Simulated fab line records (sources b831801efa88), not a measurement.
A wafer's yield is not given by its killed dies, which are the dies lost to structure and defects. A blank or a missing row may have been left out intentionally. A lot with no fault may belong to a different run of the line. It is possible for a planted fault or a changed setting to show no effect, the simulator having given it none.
Chamber matching || flow gf180mcu || GF_STI_CMP_25 on cmp-01 has 4 sister chambers
The step polishes, stops on Si3N4, t overpolish 33 s, target thk 524.6 nm. 8 wafers are shown with their chamber, then 9 later ones without.

== WAFERS PAIRED WITH THEIR CHAMBERS ==
{"wafer": "L967.1", "chamber": 0, "motor_current_A (A)": 13.1, "time_to_endpoint_s (s)": 125}
{"wafer": "L968.2", "chamber": 2, "motor_current_A (A)": 13.1, "time_to_endpoint_s (s)": 132}
{"wafer": "L970.3", "chamber": 3, "motor_current_A (A)": 13.4, "time_to_endpoint_s (s)": 122}
{"wafer": "L970.4", "chamber": 2, "motor_current_A (A)": 13.4, "time_to_endpoint_s (s)": 130}
{"wafer": "L970.5", "chamber": 3, "motor_current_A (A)": 12.5, "time_to_endpoint_s (s)": 123}
{"wafer": "L973.3", "chamber": 0, "motor_current_A (A)": 13.6, "time_to_endpoint_s (s)": 120}
{"wafer": "L973.4", "chamber": 1, "motor_current_A (A)": 14.4, "time_to_endpoint_s (s)": 122}
{"wafer": "L973.5", "chamber": 1, "motor_current_A (A)": 14.4, "time_to_endpoint_s (s)": 124}

== WAFERS WITH NO CHAMBER GIVEN ==
{"wafer": "L974.1", "motor_current_A (A)": 13.5, "time_to_endpoint_s (s)": 115}
{"wafer": "L974.4", "motor_current_A (A)": 14.2, "time_to_endpoint_s (s)": 123}
{"wafer": "L974.6", "motor_current_A (A)": 12.5, "time_to_endpoint_s (s)": 126}
{"wafer": "L985.1", "motor_current_A (A)": 13.5, "time_to_endpoint_s (s)": 122}
{"wafer": "L985.2", "motor_current_A (A)": 14.7, "time_to_endpoint_s (s)": 122}
{"wafer": "L985.3", "motor_current_A (A)": 12.9, "time_to_endpoint_s (s)": 113}
{"wafer": "L988.2", "motor_current_A (A)": 13.5, "time_to_endpoint_s (s)": 120}
{"wafer": "L988.5", "motor_current_A (A)": 13.0, "time_to_endpoint_s (s)": 122}
{"wafer": "L988.6", "motor_current_A (A)": 12.6, "time_to_endpoint_s (s)": 129}

== EACH ONE'S CHAMBER ==
{"wafer": "L974.1", "from the rows above": "can't be placed: 0 or 3 or 1", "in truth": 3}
{"wafer": "L974.4", "from the rows above": "can't be placed: 1 or 0", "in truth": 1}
{"wafer": "L974.6", "from the rows above": "can't be placed: 3 or 0 or 2", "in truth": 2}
{"wafer": "L985.1", "from the rows above": "can't be placed: 0 or 3 or 1", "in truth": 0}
{"wafer": "L985.2", "from the rows above": 1, "in truth": 1}
{"wafer": "L985.3", "from the rows above": "can't be placed: 3 or 0 or 1", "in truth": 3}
{"wafer": "L988.2", "from the rows above": "can't be placed: 0 or 3 or 1", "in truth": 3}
{"wafer": "L988.5", "from the rows above": "can't be placed: 3 or 0", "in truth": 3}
{"wafer": "L988.6", "from the rows above": "can't be placed: 2 or 3 or 0", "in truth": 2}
1 of 9 placed correctly. Not placeable from these rows: 8 (in 8, the candidates include the true chamber). Placed wrongly: 0.
How it was worked out, from the rows above alone: a wafer's distance from a chamber is the root of the sum, over the readings, of the square of ((its reading less the chamber's mean) divided by the reading's scatter). If the next closest chamber is less than 2 further off than the closest, the wafer can't be placed; otherwise it belongs to the closest. Each chamber's mean is taken over the wafers shown for it. The scatter: take each reading less its chamber's mean, square it, sum over the shown wafers, divide by the number of wafers less the number of chambers, and take the root.
